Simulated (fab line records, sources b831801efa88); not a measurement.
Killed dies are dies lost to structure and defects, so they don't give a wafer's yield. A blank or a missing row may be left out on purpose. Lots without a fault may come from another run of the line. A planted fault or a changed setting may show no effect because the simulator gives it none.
Which tool did it? | flow sky130 | 13 lots, 39 wafers sampled, at 4 steps of a route of 708

WHAT THE GAUGES READ, wafer by wafer
The record holds no reading of a measuring or inspecting step that can be judged against a usual standard deviation.

WHICH TOOL RAN EACH LOT (tool, then ch and the chambers of the sampled wafers, then the start)
lot  | SKY_FIELD_ISO_ETCH_14             | SKY_FIELD_ISO_ETCH_15             | SKY_FIELD_ISO_STRIP_16              | SKY_PAD_OPEN_PROBE_99
L388 | rie_diel-02 ch 0,1,2, day 2 19:05 | rie_diel-02 ch 0,1,2, day 2 19:08 | plasma_asher-01 ch 0,1, day 2 19:11 | prober-01, day 47 02:44
L389 | rie_diel-04 ch 1,2, day 3 00:02   | rie_diel-04 ch 1,2, day 3 00:06   | plasma_asher-01 ch 0,1, day 3 00:11 | prober-02, day 47 02:03
L392 | rie_diel-03 ch 0,3, day 3 11:50   | rie_diel-03 ch 0,3, day 3 11:53   | plasma_asher-02 ch 1, day 3 11:56   | prober-01, day 47 11:47
L393 | rie_diel-04 ch 0,1,3, day 3 21:56 | rie_diel-04 ch 0,1,3, day 3 21:59 | plasma_asher-01 ch 0,1, day 3 22:02 | prober-01, day 47 21:38
L397 | rie_diel-02 ch 0,1,2, day 4 18:56 | rie_diel-02 ch 0,1,2, day 4 18:59 | plasma_asher-01 ch 0,1, day 4 19:04 | prober-01, day 48 16:05
L398 | rie_diel-04 ch 0,1,3, day 4 22:23 | rie_diel-04 ch 0,1,3, day 4 22:26 | plasma_asher-01 ch 0,1, day 4 22:31 | prober-02, day 48 20:47
L399 | rie_diel-04 ch 2,3, day 5 04:19   | rie_diel-04 ch 2,3, day 5 04:22   | plasma_asher-02 ch 0,1, day 5 04:27 | prober-01, day 49 07:46
L400 | rie_diel-02 ch 1,2, day 5 09:44   | rie_diel-02 ch 1,2, day 5 09:47   | plasma_asher-01 ch 0,1, day 5 09:50 | prober-02, day 49 13:56
L403 | rie_diel-04 ch 0,2,3, day 5 20:41 | rie_diel-04 ch 0,2,3, day 5 20:44 | plasma_asher-04 ch 0,1, day 5 20:47 | prober-01, day 49 22:53
L404 | rie_diel-03 ch 0,2,3, day 6 02:20 | rie_diel-03 ch 0,2,3, day 6 02:23 | plasma_asher-04 ch 0,1, day 6 02:26 | prober-02, day 50 01:45
L405 | rie_diel-02 ch 0,1,2, day 6 08:41 | rie_diel-02 ch 0,1,2, day 6 08:44 | plasma_asher-04 ch 0,1, day 6 08:47 | prober-01, day 50 07:58
L406 | rie_diel-03 ch 0,1,3, day 6 13:23 | rie_diel-03 ch 0,1,3, day 6 13:26 | plasma_asher-04 ch 0,1, day 6 13:29 | prober-01, day 50 11:18
L408 | rie_diel-03 ch 0,3, day 6 22:41   | rie_diel-03 ch 0,3, day 6 22:44   | plasma_asher-02 ch 0,1, day 6 22:49 | prober-02, day 50 14:26
- SKY_FIELD_ISO_ETCH_14: etches BARC in N2/H2, stops on SiO2, time 45.9 s, target depth 60 nm.
- SKY_FIELD_ISO_ETCH_15: etches the open film in CHF3/O2, stops on Si, target depth 180 nm, time 72 s.
- SKY_FIELD_ISO_STRIP_16: strips in O2/N2.
- SKY_PAD_OPEN_PROBE_99

WHAT THE TOOLS THEMSELVES READ (means of the sampled wafers that have a number; where no wafer has one, the mark that the record gives instead)
SKY_FIELD_ISO_ETCH_14.
lot  | tool        | drypump_motor_current_A (A) | oes_product_au (a.u.) | throttle_valve_pct (%)
L388 | rie_diel-02 | 5.7                         | 0.857                 | 13.223
L389 | rie_diel-04 | 5.8                         | 0.855                 | 13.235
L392 | rie_diel-03 | 5.9                         | 0.853                 | 13.215
L393 | rie_diel-04 | 5.8                         | 0.856                 | 13.218
L397 | rie_diel-02 | 5.7                         | 0.847                 | 13.221
L398 | rie_diel-04 | 5.8                         | 0.806                 | 13.224
L399 | rie_diel-04 | 5.6                         | 0.829                 | 13.221
L400 | rie_diel-02 | 6.1                         | 0.853                 | 13.228
L403 | rie_diel-04 | 5.7                         | 0.804                 | 13.227
L404 | rie_diel-03 | 5.8                         | 0.851                 | 13.235
L405 | rie_diel-02 | 5.7                         | 0.853                 | 13.235
L406 | rie_diel-03 | 5.8                         | 0.854                 | 13.220
L408 | rie_diel-03 | 5.9                         | 0.854                 | 13.228

SKY_FIELD_ISO_ETCH_15.
lot  | tool        | drypump_motor_current_A (A) | oes_product_au (a.u.) | throttle_valve_pct (%)
L388 | rie_diel-02 | 5.7                         | 0.949                 | 8.847
L389 | rie_diel-04 | 5.7                         | 0.957                 | 8.852
L392 | rie_diel-03 | 5.9                         | 0.950                 | 8.848
L393 | rie_diel-04 | 5.8                         | 0.959                 | 8.854
L397 | rie_diel-02 | 5.7                         | 0.953                 | 8.841
L398 | rie_diel-04 | 5.8                         | 0.697                 | 8.763
L399 | rie_diel-04 | 5.6                         | 0.822                 | 8.813
L400 | rie_diel-02 | 6.0                         | 0.944                 | 8.839
L403 | rie_diel-04 | 5.7                         | 0.664                 | 8.759
L404 | rie_diel-03 | 5.8                         | 0.948                 | 8.849
L405 | rie_diel-02 | 5.7                         | 0.957                 | 8.840
L406 | rie_diel-03 | 5.8                         | 0.938                 | 8.847
L408 | rie_diel-03 | 5.9                         | 0.943                 | 8.843

SKY_FIELD_ISO_STRIP_16.
lot  | tool            | drypump_motor_current_A (A) | oes_product_au (a.u.) | strip_time_to_endpoint_s (s)
L388 | plasma_asher-01 | 5.5                         | 0.377                 | 3.56
L389 | plasma_asher-01 | 5.5                         | 0.383                 | 3.58
L392 | plasma_asher-02 | 5.7                         | 0.379                 | 3.54
L393 | plasma_asher-01 | 5.2                         | 0.386                 | 3.57
L397 | plasma_asher-01 | 5.5                         | 0.375                 | 3.54
L398 | plasma_asher-01 | 5.2                         | 0.382                 | 3.65
L399 | plasma_asher-02 | 6.0                         | 0.380                 | 3.61
L400 | plasma_asher-01 | 5.5                         | 0.374                 | 3.52
L403 | plasma_asher-04 | 5.6                         | 0.381                 | 3.68
L404 | plasma_asher-04 | 5.3                         | 0.379                 | 3.55
L405 | plasma_asher-04 | 5.6                         | 0.373                 | 3.52
L406 | plasma_asher-04 | 5.3                         | 0.379                 | 3.58
L408 | plasma_asher-02 | 6.4                         | 0.376                 | 3.56

SKY_PAD_OPEN_PROBE_99.
lot  | tool      | killed_at_M0_to_M3 | killed_at_M4_up | killed_at_contacts | killed_at_front_end | killed_at_other | killed_dies | killed_on_rim | killed_open | killed_short
L388 | prober-01 | 41                 | 5.0             | 18                 | 16                  | 0.3             | 81          | 19            | 46          | 35
L389 | prober-02 | 41                 | 3.7             | 18                 | 17                  | 0.0             | 80          | 16            | 40          | 40
L392 | prober-01 | 43                 | 3.3             | 26                 | 13                  | 0.3             | 86          | 18            | 50          | 36
L393 | prober-01 | 48                 | 2.0             | 19                 | 19                  | 0.7             | 88          | 15            | 45          | 43
L397 | prober-01 | 45                 | 4.0             | 25                 | 14                  | 0.3             | 88          | 15            | 44          | 44
L398 | prober-02 | 40                 | 1.0             | 22                 | 205                 | 0.3             | 269         | 67            | 45          | 35
L399 | prober-01 | 45                 | 4.0             | 25                 | 116                 | 0.0             | 189         | 38            | 51          | 39
L400 | prober-02 | 57                 | 6.0             | 22                 | 17                  | 0.7             | 103         | 23            | 55          | 48
L403 | prober-01 | 51                 | 2.7             | 28                 | 250                 | 0.0             | 332         | 59            | 55          | 46
L404 | prober-02 | 38                 | 3.0             | 28                 | 13                  | 0.3             | 82          | 17            | 46          | 37
L405 | prober-01 | 39                 | 3.0             | 27                 | 14                  | 0.0             | 83          | 15            | 45          | 38
L406 | prober-01 | 43                 | 2.3             | 23                 | 13                  | 1.0             | 82          | 15            | 43          | 38
L408 | prober-02 | 39                 | 3.3             | 21                 | 17                  | 0.0             | 80          | 17            | 43          | 38

THE ANSWER, worked out from the rows above alone
Rule: what is usual is taken from the lots themselves. Put in order of their means at a reading, lots are off if they are a third of the lots or fewer, leave a main group of 4 or more, and stand apart from it by a gap of 3 or more times the standard deviation of the main group's means; of several such gaps the widest counts. A main group whose means are all the same, to the digits that the tables above print for the reading, isn't used. A lot without any number at a reading at which 4 lots or more have one is off too. The other lots that the step has rows for count as sound. The gauges are gone through in route order, then the tools' own readings, and for those a lot's mean is taken as printed above. The first step at which some lot is off is used, and at that step the reading that is off furthest; a lot without a number counts as furthest.
Off: L398, L399, L403, at SKY_FIELD_ISO_ETCH_14 (oes_product_au). The main group: mean 0.853 a.u., standard deviation 0.0026.
A tool fits if, at that step or a process step before it, it ran every lot that is off, and no sound lot after the first of them. One fits: rie_diel-04 at SKY_FIELD_ISO_ETCH_14. Its last sound lot is L393 (day 3 21:56), its first lot that is off L398 (day 4 22:23): a fault that began between those two fits.
The tool's own readings at SKY_FIELD_ISO_ETCH_14 bear it out: on the lots that are off they differ by more than 5 times the standard deviation of the sound lots' means. oes_product_au reads 0.813 a.u. there against 0.853 a.u. on the sound lots.

WHAT THE SIMULATOR HAD PUT IN
Process parameter drift: rie_diel-04, from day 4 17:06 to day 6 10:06, at SKY_FIELD_ISO_ETCH_14. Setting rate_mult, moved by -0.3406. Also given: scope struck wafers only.
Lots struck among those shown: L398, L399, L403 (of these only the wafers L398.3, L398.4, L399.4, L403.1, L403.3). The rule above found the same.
